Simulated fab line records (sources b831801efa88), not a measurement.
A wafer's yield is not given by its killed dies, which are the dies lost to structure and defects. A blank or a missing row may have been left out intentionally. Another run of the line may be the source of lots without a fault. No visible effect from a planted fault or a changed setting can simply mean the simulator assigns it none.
Matching of chambers ; flow gf180mcu ; 4 sister chambers for GF_STI_ETCH_13 on rie diel-02
The step etches the open film in CHF3/O2, stops on Si, target depth 282.31 nm, time 112.9 s. 16 wafers are shown with their chamber, then 8 later ones without.

== WAFERS PAIRED WITH THEIR CHAMBERS ==
wafer;chamber;throttle valve pct (%);chf3 flow sccm (sccm);oes product au (a.u.)
L512.1;3;8.806;50.06;0.833
L512.2;2;8.812;50.22;0.827
L512.5;2;8.818;49.92;0.832
L517.1;0;8.811;50.06;0.822
L517.4;1;8.798;50.00;0.830
L517.6;0;8.805;50.02;0.836
L518.4;0;8.811;49.81;0.827
L518.5;3;8.808;49.95;0.820
L518.6;0;8.805;49.72;0.824
L523.3;3;8.805;49.89;0.836
L523.4;1;8.811;50.06;0.827
L523.5;0;8.810;49.78;0.826
L527.2;3;8.821;49.90;0.840
L527.3;2;8.819;50.06;0.830
L527.4;1;8.802;50.08;0.839
L529.2;3;8.800;50.06;0.835

SIGNATURES, as means of the wafers listed above
reading;chamber 0;chamber 1;chamber 2;chamber 3;scatter within a chamber
throttle valve pct;8.80840;8.80367;8.81633;8.80800;0.00579
chf3 flow sccm;49.8780;50.0467;50.0667;49.9720;0.119
oes product au;0.82700;0.83200;0.82967;0.83280;0.00604
Rule: a wafer's distance from a chamber is the root of the sum, over the readings, of the square of ((its reading less the chamber's mean) divided by the reading's scatter). If the next closest chamber is less than 2 further off than the closest, the wafer can't be placed; otherwise it belongs to the closest. The scatter: the root of (the sum of the squares of (reading less its chamber's mean) over the shown wafers, divided by (wafers less chambers)).

== WAFERS WITHOUT THEIR CHAMBER ==
wafer;throttle valve pct (%);chf3 flow sccm (sccm);oes product au (a.u.)
L529.5;8.812;49.98;0.825
L529.6;8.812;50.23;0.821
L530.2;8.802;49.92;0.823
L530.5;8.812;50.09;0.826
L530.6;8.808;49.93;0.823
L531.1;8.817;50.15;0.817
L531.3;8.807;49.92;0.823
L531.5;8.802;49.87;0.817

== EACH ONE'S CHAMBER ==
wafer;from the rows above;in truth
L529.5;can't be placed: 0 or 2 or 3 or 1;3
L529.6;can't be placed: 2 or 1 or 3 or 0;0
L530.2;can't be placed: 0 or 1 or 3 or 2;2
L530.5;can't be placed: 2 or 3 or 1 or 0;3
L530.6;can't be placed: 0 or 3 or 1 or 2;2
L531.1;can't be placed: 2 or 0 or 3 or 1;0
L531.3;can't be placed: 0 or 3 or 1 or 2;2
L531.5;can't be placed: 0 or 1 or 3 or 2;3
Correctly placed: 0 of 8. These rows do not allow placing 8 (true chamber among the candidates in 8). Placed wrongly: 0.
